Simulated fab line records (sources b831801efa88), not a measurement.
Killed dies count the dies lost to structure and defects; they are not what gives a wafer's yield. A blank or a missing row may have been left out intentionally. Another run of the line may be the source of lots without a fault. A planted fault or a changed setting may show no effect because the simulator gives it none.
A struck lot beside a sound one / flow sfq_line / 14 steps out of a route of 325
Sound: the wafers L236.1, L236.2, L236.3. Wafers struck: L240.1, L240.4, L240.5. The cause is given at the end.
Order at every step that has rows: each side's tool, ch and its chambers, its first start. Under that, the readings that differ: sound wafers / struck wafers / difference of the means / sigmas: that difference in standard deviations of wafers without a fault.
alike: words and numbers the same on both sides, and readings whose means are apart by under 2 such deviations; not compared: readings that were withheld, readings missing a value for some wafer, numbers with overlapping values and no deviation given by the record, and bounds like >300 which may hide the same value.
A row with sigmas, a row that says differs or no value, or rows on one side alone: a step with any of these is where the two part. Numbers that have no deviation but don't overlap get no sigmas and don't part them. A reading missing from all wafers of one side parts the sides only when that side holds two or more wafers.

SFQ_TRILAYER_M1_BARC_OPEN_METAL_ETCH_054: etches BARC in O2, target depth 125 nm, time 41.7 s.
  sound on rie_metal-03 ch 0,1, day 17 17:50; struck on rie_metal-02 ch 0,1, day 19 14:03
  alike: drypump_motor_current_A, oes_product_au
  not compared: rf_hours_counter_h
SFQ_TRILAYER_M1_ETCH_METAL_ETCH_042: etches Nb in Cl2/Ar, stops on SiO2, target depth 240 nm, time 120 s.
  sound on rie_metal-03 ch 0,1, day 17 17:54; struck on rie_metal-02 ch 0,1, day 19 14:07
  alike: drypump_motor_current_A, oes_product_au
  not compared: rf_hours_counter_h
then, 2 steps without rows for these wafers: SFQ_TRILAYER_M1_STRIP_STRIP_043 (strips in O2); SFQ_TRILAYER_M1_STRIP_SOLV_CLEAN_044 (cleans in NMP, time 600 s).
SFQ_TRILAYER_I1_DEP_PECVD_045: deposits SiO2 from SiH4/N2O, time 111.11 s, target thk 500 nm.
  sound on pecvd-02 ch 0,1,2, day 17 18:49; struck on pecvd-02 ch 0,1, day 19 15:02
  alike: heater_power_w, throttle_valve_pct
  not compared: since_wet_clean_h
SFQ_TRILAYER_I1_CMP_CMP_046: polishes SiO2.
  sound on cmp-02 ch 1,2,3, day 17 19:52; struck on cmp-01 ch 1,2, day 19 15:07
  alike: motor_current_A, time_to_endpoint_s
SFQ_I1_BOW_MEAS_912:
  sound: film_metro-03 at day 17 22:22; struck: film_metro-03 at day 19 18:07
  alike: I1_BOW
SFQ_TRILAYER_I1_METRO_MEASURE_047:
  sound: film_metro-03 at day 17 22:29; struck: film_metro-03 at day 19 18:14
  alike: thk_nm
then, 4 steps without rows for these wafers: SFQ_TRILAYER_I1_VIA_LITHO_COAT_054 (resist thk 62 nm); SFQ_TRILAYER_I1_VIA_LITHO_COAT_049 (resist thk 650 nm); SFQ_TRILAYER_I1_VIA_LITHO_SOFTBAKE_053; SFQ_TRILAYER_I1_VIA_LITHO_EXPOSE_050 (exposes mask I1, target cd 500 nm).
-- the record jumps here: 6 days lie between the struck wafers' starts before and after --
SFQ_TRILAYER_I1_VIA_LITHO_PEB_052: peb time 60 s.
  sound on litho_track-01 ch 0, day 23 18:47; struck on litho_track-03, day 25 12:47
  no value came back on the struck wafers for chill_plate_temp_C (C), exhaust_pa (Pa); on the sound wafers chill_plate_temp_C (C) reads 23.10 23.11 23.03
then, 1 step without rows for these wafers: SFQ_TRILAYER_I1_VIA_LITHO_DEVELOP_051 (time 60 s).

## WHERE THEY PART
SFQ_TRILAYER_I1_VIA_LITHO_PEB_052 only, going by this record.

WHY: whatever the simulator had introduced
Whole step skipped at SFQ_TRILAYER_I1_VIA_LITHO_PEB_052 on litho_track-03, starting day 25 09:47. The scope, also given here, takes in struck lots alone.
